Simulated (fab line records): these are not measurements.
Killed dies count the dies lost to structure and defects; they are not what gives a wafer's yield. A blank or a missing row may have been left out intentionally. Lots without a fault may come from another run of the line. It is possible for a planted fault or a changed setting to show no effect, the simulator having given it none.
The tool behind it: which one? :: flow sky130 :: Sampling: 11 lots, 33 wafers, 6 of 708 route steps

## WHAT THE GAUGES READ, wafer by wafer
SKY_SD_N_CD_MEAS_07: target cd 380 nm.
lot: L693
measured: day 27 23:22
on: cdSem-01
cdNm (nm): 380.1 376.3 378.0

lot: L695
measured: day 28 10:23
on: cdSem-02
cdNm (nm): 379.1 379.5 376.6

lot: L698
measured: day 29 07:32
on: cdSem-01
cdNm (nm): 377.2 375.5 375.8

lot: L697
measured: day 29 12:29
on: cdSem-01
cdNm (nm): 381.7 379.4 380.1

lot: L699
measured: day 30 00:34
on: cdSem-01
cdNm (nm): 379.0 379.8 379.1

lot: L700
measured: day 30 08:44
on: cdSem-01
cdNm (nm): 382.4 381.4 383.8

lot: L704
measured: day 31 00:40
on: cdSem-02
cdNm (nm): 379.7 380.5 378.7

lot: L706
measured: day 32 12:04
on: cdSem-01
cdNm (nm): 383.2 384.8 382.7

lot: L711
measured: day 33 17:21
on: cdSem-02
cdNm (nm): 376.9 378.4 377.1

lot: L712
measured: day 34 19:37
on: cdSem-01
cdNm (nm): 383.5 385.0 383.7

lot: L715
measured: day 35 05:18
on: cdSem-01
cdNm (nm): 383.9 384.6 384.0

SKY_SD_N_RS_MEAS_16: measures by four-point-probe.
lot: L693
measured: day 28 00:13
on: filmMetro-01
SD_N_RS (ohm/sq): 68.60 68.62 68.71

lot: L695
measured: day 28 11:13
on: filmMetro-03
SD_N_RS (ohm/sq): 68.46 68.43 68.49

lot: L698
measured: day 29 08:23
on: filmMetro-04
SD_N_RS (ohm/sq): 68.51 68.57 68.54

lot: L697
measured: day 29 13:20
on: filmMetro-04
SD_N_RS (ohm/sq): 68.55 68.36 68.44

lot: L699
measured: day 30 12:05
on: filmMetro-01
SD_N_RS (ohm/sq): 68.57 68.63 68.52

lot: L700
measured: day 30 13:35
on: filmMetro-01
SD_N_RS (ohm/sq): 68.52 68.44 68.53

lot: L704
measured: day 31 01:31
on: filmMetro-03
SD_N_RS (ohm/sq): 68.54 68.67 68.80

lot: L706
measured: day 32 12:55
on: filmMetro-01
SD_N_RS (ohm/sq): 67.82 67.66 67.76

lot: L711
measured: day 33 18:11
on: filmMetro-04
SD_N_RS (ohm/sq): 67.71 67.66 67.77

lot: L712
measured: day 34 20:28
on: filmMetro-03
SD_N_RS (ohm/sq): 68.59 68.57 68.82

lot: L715
measured: day 35 06:08
on: filmMetro-01
SD_N_RS (ohm/sq): 68.45 68.40 68.48

SKY_LI_CONTACT_THK_MEAS_23: measures by xrf.
lot: L693
measured: day 29 06:59
on: filmMetro-01
LI_CONTACT_W_THK (nm): 414 408 408

lot: L695
measured: day 30 10:39
on: filmMetro-01
LI_CONTACT_W_THK (nm): 398 428 403

lot: L698
measured: day 30 12:20
on: filmMetro-03
LI_CONTACT_W_THK (nm): 422 420 417

lot: L697
measured: day 30 13:46
on: filmMetro-04
LI_CONTACT_W_THK (nm): 411 408 412

lot: L699
measured: day 31 15:05
on: filmMetro-01
LI_CONTACT_W_THK (nm): 412 409 414

lot: L700
measured: day 31 19:54
on: filmMetro-01
LI_CONTACT_W_THK (nm): 403 422 425

lot: L704
measured: day 32 06:51
on: filmMetro-01
LI_CONTACT_W_THK (nm): 406 409 408

lot: L706
measured: day 33 18:33
on: filmMetro-01
LI_CONTACT_W_THK (nm): 400 429 435

lot: L711
measured: day 34 22:15
on: filmMetro-04
LI_CONTACT_W_THK (nm): 406 408 432

lot: L712
measured: day 36 00:38
on: filmMetro-03
LI_CONTACT_W_THK (nm): 395 404 406

lot: L715
measured: day 36 09:48
on: filmMetro-04
LI_CONTACT_W_THK (nm): 406 405 409

## EACH LOT AND THE TOOL THAT RAN IT (in order: tool; ch and the chambers of the sampled wafers; start)
lot: L693
SKY_SD_N_IMPLANT_09: implanter-02 ch 0, day 27 23:31
SKY_SD_N_STRIP_11: plasmaAsher-04 ch 0,1, day 27 23:49
SKY_LI_CONTACT_ETCH_14: rieDiel-01 ch 2,3, day 29 06:11

lot: L695
SKY_SD_N_IMPLANT_09: implanter-04 ch 0, day 28 10:33
SKY_SD_N_STRIP_11: plasmaAsher-03 ch 0,1, day 28 10:49
SKY_LI_CONTACT_ETCH_14: rieDiel-01 ch 0,1,2, day 30 09:45

lot: L698
SKY_SD_N_IMPLANT_09: implanter-04 ch 0, day 29 07:42
SKY_SD_N_STRIP_11: plasmaAsher-02 ch 0,1, day 29 07:58
SKY_LI_CONTACT_ETCH_14: rieDiel-04 ch 2,3, day 30 11:07

lot: L697
SKY_SD_N_IMPLANT_09: implanter-02 ch 0, day 29 12:39
SKY_SD_N_STRIP_11: plasmaAsher-02 ch 0,1, day 29 12:56
SKY_LI_CONTACT_ETCH_14: rieDiel-03 ch 0,1,3, day 30 12:08

lot: L699
SKY_SD_N_IMPLANT_09: implanter-03 ch 0, day 30 10:34
SKY_SD_N_STRIP_11: plasmaAsher-02 ch 0,1, day 30 10:56
SKY_LI_CONTACT_ETCH_14: rieDiel-04 ch 1,2,3, day 31 14:13

lot: L700
SKY_SD_N_IMPLANT_09: implanter-04 ch 0, day 30 12:20
SKY_SD_N_STRIP_11: plasmaAsher-03 ch 0, day 30 12:38
SKY_LI_CONTACT_ETCH_14: rieDiel-04 ch 0,1,2, day 31 19:04

lot: L704
SKY_SD_N_IMPLANT_09: implanter-04 ch 0, day 31 00:50
SKY_SD_N_STRIP_11: plasmaAsher-03 ch 0,1, day 31 01:08
SKY_LI_CONTACT_ETCH_14: rieDiel-01 ch 0,3, day 32 05:50

lot: L706
SKY_SD_N_IMPLANT_09: implanter-04 ch 0, day 32 12:14
SKY_SD_N_STRIP_11: plasmaAsher-02 ch 0,1, day 32 12:32
SKY_LI_CONTACT_ETCH_14: rieDiel-01 ch 0,2, day 33 17:43

lot: L711
SKY_SD_N_IMPLANT_09: implanter-04 ch 0, day 33 17:31
SKY_SD_N_STRIP_11: plasmaAsher-04 ch 0,1, day 33 17:47
SKY_LI_CONTACT_ETCH_14: rieDiel-03 ch 0,2,3, day 34 21:26

lot: L712
SKY_SD_N_IMPLANT_09: implanter-03 ch 0, day 34 19:47
SKY_SD_N_STRIP_11: plasmaAsher-02 ch 0,1, day 34 20:05
SKY_LI_CONTACT_ETCH_14: rieDiel-03 ch 1,3, day 35 23:50

lot: L715
SKY_SD_N_IMPLANT_09: implanter-03 ch 0, day 35 05:28
SKY_SD_N_STRIP_11: plasmaAsher-02 ch 0, day 35 05:44
SKY_LI_CONTACT_ETCH_14: rieDiel-01 ch 2,3, day 36 08:59
- SKY_SD_N_IMPLANT_09
- SKY_SD_N_STRIP_11: strips in O2/N2.
- SKY_LI_CONTACT_ETCH_14: etches BARC in N2/H2, stops on SiO2, time 45.9 s, target depth 60 nm.

## AS READ BY THE TOOLS THEMSELVES (means over the sampled wafers that have a number; for cases with no such wafer, the mark the record gives instead)
SKY_SD_N_IMPLANT_09.
lot: L693
tool: implanter-02
beamEnergyKeV: 50.021
endStationPressureTorr (Torr): 1.32e-05

lot: L695
tool: implanter-04
beamEnergyKeV: 50.002
endStationPressureTorr (Torr): 1.61e-05

lot: L698
tool: implanter-04
beamEnergyKeV: 50.001
endStationPressureTorr (Torr): 1.60e-05

lot: L697
tool: implanter-02
beamEnergyKeV: 50.006
endStationPressureTorr (Torr): 1.40e-05

lot: L699
tool: implanter-03
beamEnergyKeV: 50.000
endStationPressureTorr (Torr): 1.31e-05

lot: L700
tool: implanter-04
beamEnergyKeV: 49.988
endStationPressureTorr (Torr): 1.58e-05

lot: L704
tool: implanter-04
beamEnergyKeV: 50.005
endStationPressureTorr (Torr): 1.61e-05

lot: L706
tool: implanter-04
beamEnergyKeV: 50.015
endStationPressureTorr (Torr): 4.34e-05

lot: L711
tool: implanter-04
beamEnergyKeV: 49.975
endStationPressureTorr (Torr): 4.71e-05

lot: L712
tool: implanter-03
beamEnergyKeV: 50.003
endStationPressureTorr (Torr): 1.40e-05

lot: L715
tool: implanter-03
beamEnergyKeV: 50.030
endStationPressureTorr (Torr): 1.39e-05

SKY_SD_N_STRIP_11.
lot: L693
tool: plasmaAsher-04
chamberPressureMTorr (mTorr): 1500.3
drypumpMotorCurrentA (A): 5.3
oesProductAu (a.u.): 0.527
stripTimeToEndpointS (s): 22.53

lot: L695
tool: plasmaAsher-03
chamberPressureMTorr (mTorr): 1499.3
drypumpMotorCurrentA (A): 5.6
oesProductAu (a.u.): 0.524
stripTimeToEndpointS (s): 22.52

lot: L698
tool: plasmaAsher-02
chamberPressureMTorr (mTorr): 1500.5
drypumpMotorCurrentA (A): 5.8
oesProductAu (a.u.): 0.528
stripTimeToEndpointS (s): 22.62

lot: L697
tool: plasmaAsher-02
chamberPressureMTorr (mTorr): 1499.7
drypumpMotorCurrentA (A): 5.8
oesProductAu (a.u.): 0.527
stripTimeToEndpointS (s): 22.56

lot: L699
tool: plasmaAsher-02
chamberPressureMTorr (mTorr): 1499.7
drypumpMotorCurrentA (A): 5.8
oesProductAu (a.u.): 0.525
stripTimeToEndpointS (s): 22.54

lot: L700
tool: plasmaAsher-03
chamberPressureMTorr (mTorr): 1500.5
drypumpMotorCurrentA (A): 5.0
oesProductAu (a.u.): 0.525
stripTimeToEndpointS (s): 22.48

lot: L704
tool: plasmaAsher-03
chamberPressureMTorr (mTorr): 1500.3
drypumpMotorCurrentA (A): 5.3
oesProductAu (a.u.): 0.527
stripTimeToEndpointS (s): 22.54

lot: L706
tool: plasmaAsher-02
chamberPressureMTorr (mTorr): 1501.3
drypumpMotorCurrentA (A): 6.3
oesProductAu (a.u.): 0.523
stripTimeToEndpointS (s): 22.90

lot: L711
tool: plasmaAsher-04
chamberPressureMTorr (mTorr): 1499.5
drypumpMotorCurrentA (A): 5.5
oesProductAu (a.u.): 0.521
stripTimeToEndpointS (s): 22.85

lot: L712
tool: plasmaAsher-02
chamberPressureMTorr (mTorr): 1499.0
drypumpMotorCurrentA (A): 5.8
oesProductAu (a.u.): 0.531
stripTimeToEndpointS (s): 22.54

lot: L715
tool: plasmaAsher-02
chamberPressureMTorr (mTorr): 1499.6
drypumpMotorCurrentA (A): 6.7
oesProductAu (a.u.): 0.526
stripTimeToEndpointS (s): 22.56

SKY_LI_CONTACT_ETCH_14.
lot: L693
tool: rieDiel-01
chamberPressureMTorr (mTorr): 29.996
drypumpMotorCurrentA (A): 6.1
oesProductAu (a.u.): 0.857
throttleValvePct (%): 13.218

lot: L695
tool: rieDiel-01
chamberPressureMTorr (mTorr): 29.995
drypumpMotorCurrentA (A): 5.7
oesProductAu (a.u.): 0.853
throttleValvePct (%): 13.226

lot: L698
tool: rieDiel-04
chamberPressureMTorr (mTorr): 29.998
drypumpMotorCurrentA (A): 5.3
oesProductAu (a.u.): 0.857
throttleValvePct (%): 13.228

lot: L697
tool: rieDiel-03
chamberPressureMTorr (mTorr): 29.992
drypumpMotorCurrentA (A): 5.3
oesProductAu (a.u.): 0.848
throttleValvePct (%): 13.220

lot: L699
tool: rieDiel-04
chamberPressureMTorr (mTorr): 29.996
drypumpMotorCurrentA (A): 5.5
oesProductAu (a.u.): 0.855
throttleValvePct (%): 13.222

lot: L700
tool: rieDiel-04
chamberPressureMTorr (mTorr): 30.039
drypumpMotorCurrentA (A): 5.4
oesProductAu (a.u.): 0.853
throttleValvePct (%): 13.228

lot: L704
tool: rieDiel-01
chamberPressureMTorr (mTorr): 30.012
drypumpMotorCurrentA (A): 5.8
oesProductAu (a.u.): 0.857
throttleValvePct (%): 13.222

lot: L706
tool: rieDiel-01
chamberPressureMTorr (mTorr): 29.997
drypumpMotorCurrentA (A): 5.7
oesProductAu (a.u.): 0.852
throttleValvePct (%): 13.223

lot: L711
tool: rieDiel-03
chamberPressureMTorr (mTorr): 30.021
drypumpMotorCurrentA (A): 5.5
oesProductAu (a.u.): 0.850
throttleValvePct (%): 13.226

lot: L712
tool: rieDiel-03
chamberPressureMTorr (mTorr): 30.008
drypumpMotorCurrentA (A): 5.6
oesProductAu (a.u.): 0.854
throttleValvePct (%): 13.220

lot: L715
tool: rieDiel-01
chamberPressureMTorr (mTorr): 29.996
drypumpMotorCurrentA (A): 6.1
oesProductAu (a.u.): 0.856
throttleValvePct (%): 13.223

## THE ANSWER, worked out from the rows above alone
Rule: what is usual is taken from the lots themselves. Put in order of their means at a reading, lots are off if they are a third of the lots or fewer, leave a main group of 4 or more, and stand apart from it by a gap of 3 or more times the standard deviation of the main group's means; of several such gaps the widest counts. If all means in a main group match to the digits the tables above print for the reading, that group is not used. Also off: a lot with no number at a reading for which 4 or more lots have one. All remaining lots with rows at the step are treated as sound. First the gauges in route order, then the tools' own readings, where a lot's mean is used as printed above. At the first step where some lot is off, the reading lying furthest off is the one used; lots without a number count as furthest.
Off: L706, L711, at SKY_SD_N_RS_MEAS_16 (SD_N_RS). The main group has a mean of 68.55 ohm/sq with a standard deviation of 0.087.
If a tool, at a process step before that reading, ran all the lots that are off and no sound lot after the first of them, it fits. The gauges at SKY_SD_N_RS_MEAS_16 aren't tried: what is off there is off at SKY_SD_N_IMPLANT_09 too, on other tools, and a gauge's error can't cause that. One fits: implanter-04 at SKY_SD_N_IMPLANT_09. Its last sound lot is L704 (day 31 00:50), its first lot that is off L706 (day 32 12:14): a fault that began between those two fits.
The tool's own readings at SKY_SD_N_IMPLANT_09 bear it out: on the lots that are off they differ by more than 5 times the standard deviation of the sound lots' means. endStationPressureTorr reads 4.53e-05 Torr there against 1.47e-05 Torr on the sound lots.

## WHAT THE SIMULATOR PUT IN
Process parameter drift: implanter-04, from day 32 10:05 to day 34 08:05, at SKY_SD_N_IMPLANT_09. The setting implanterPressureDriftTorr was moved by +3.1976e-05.
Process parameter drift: implanter-04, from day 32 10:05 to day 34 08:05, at SKY_SD_N_IMPLANT_09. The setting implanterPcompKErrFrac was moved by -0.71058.
Struck lots among those shown: L706, L711. The rule above found the same.
